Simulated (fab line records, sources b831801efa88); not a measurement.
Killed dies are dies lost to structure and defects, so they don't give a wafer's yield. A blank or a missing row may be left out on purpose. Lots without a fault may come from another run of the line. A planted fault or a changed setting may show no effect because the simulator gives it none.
Chamber matching | flow sky130 | SKY_PASSIVATION_CVD_02 on pecvd-04: 3 sister chambers
The step deposits Si3N4, target thk 540 nm. 6 wafers are shown with their chamber, then 7 later ones without.

WAFERS WITH THEIR CHAMBER
wafer  | chamber | heater_power_w (W)
L084.1 | 1       | 589
L084.3 | 2       | 649
L086.4 | 0       | 682
L086.6 | 1       | 690
L092.1 | 0       | 676
L092.2 | 2       | 636

WAFERS WITHOUT THEIR CHAMBER
wafer  | heater_power_w (W)
L092.3 | 623
L092.4 | 670
L092.5 | 663
L092.6 | 648
L097.1 | 675
L097.3 | 649
L097.6 | 665

WHICH CHAMBER EACH WENT THROUGH
wafer  | from the rows above          | in truth
L092.3 | can't be placed: 1 or 2 or 0 | 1
L092.4 | can't be placed: 0 or 2 or 1 | 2
L092.5 | can't be placed: 0 or 2 or 1 | 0
L092.6 | can't be placed: 2 or 1 or 0 | 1
L097.1 | can't be placed: 0 or 2 or 1 | 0
L097.3 | can't be placed: 2 or 1 or 0 | 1
L097.6 | can't be placed: 0 or 2 or 1 | 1
Placed correctly: 0 of 7. Can't be placed from these rows: 7 (the true chamber is among the candidates in 7). Placed wrongly: 0.
How it was worked out, from the rows above alone: a wafer's distance from a chamber is the root of the sum, over the readings, of the square of ((its reading less the chamber's mean) divided by the reading's scatter). The wafer belongs to the nearest chamber; if the next one is less than 2 further off, it can't be placed. A chamber's mean is the mean of its shown wafers. The scatter: the root of (the sum of the squares of (reading less its chamber's mean) over the shown wafers, divided by (wafers less chambers)).
